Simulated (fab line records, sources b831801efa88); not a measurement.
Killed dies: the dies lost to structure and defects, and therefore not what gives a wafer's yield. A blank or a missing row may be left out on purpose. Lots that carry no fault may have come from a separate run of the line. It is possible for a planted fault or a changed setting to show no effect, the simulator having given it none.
Which tool is to blame?	flow sky130	at 1 step of a route of 708, 11 lots with 33 wafers sampled

== WHAT THE GAUGES READ, wafer by wafer ==
SKY_LI_CONTACT_THK_MEAS_23: measures by xrf. Usual: LI_CONTACT_W_THK gives 408 nm (standard deviation 7.8).
lot	measured	on	LI_CONTACT_W_THK (nm)	flag
L403	day 29 04:02	film_metro-04	418 404 428	
L404	day 29 06:29	film_metro-04	402 407 406	
L406	day 30 05:37	film_metro-01	404 418 400	
L407	day 30 14:15	film_metro-03	403 403 401	
L408	day 31 03:22	film_metro-01	411 418 416	
L410	day 31 13:53	film_metro-01	423 429 406	
L412	day 32 10:17	film_metro-03	407 404 403	
L418	day 34 22:54	film_metro-04	418 409 424	
L414	day 35 00:51	film_metro-01	411 395 394	
L415	day 35 06:15	film_metro-04	398 410 408	
L423	day 36 00:39	film_metro-01	405 415 418	

== EACH LOT AND THE TOOL THAT RAN IT (in order: tool; ch and the chambers of the sampled wafers; start) ==
Record: no process step prior to these readings.

== WHAT THE TOOLS THEMSELVES READ (means of the sampled wafers that have a number; where no wafer has one, the mark that the record gives instead) ==
The record holds no such reading with a usual standard deviation.

== THE ANSWER, worked out from the rows above alone ==
Rule: lot off if the mean of its wafers having a number is beyond 3 standard deviations from the usual mean. A lot without any number at a reading at which 4 lots or more have one is off too. Any other lot the step has rows for is counted as sound. Order of review: gauges by route order, followed by the tools' own readings, for which a lot's mean as printed above is used. At the first step where some lot is off, the reading lying furthest off is the one used; lots without a number count as furthest.
No lot is off at any reading shown: from this, nothing can be told.

== WHAT WAS PUT IN BY THE SIMULATOR ==
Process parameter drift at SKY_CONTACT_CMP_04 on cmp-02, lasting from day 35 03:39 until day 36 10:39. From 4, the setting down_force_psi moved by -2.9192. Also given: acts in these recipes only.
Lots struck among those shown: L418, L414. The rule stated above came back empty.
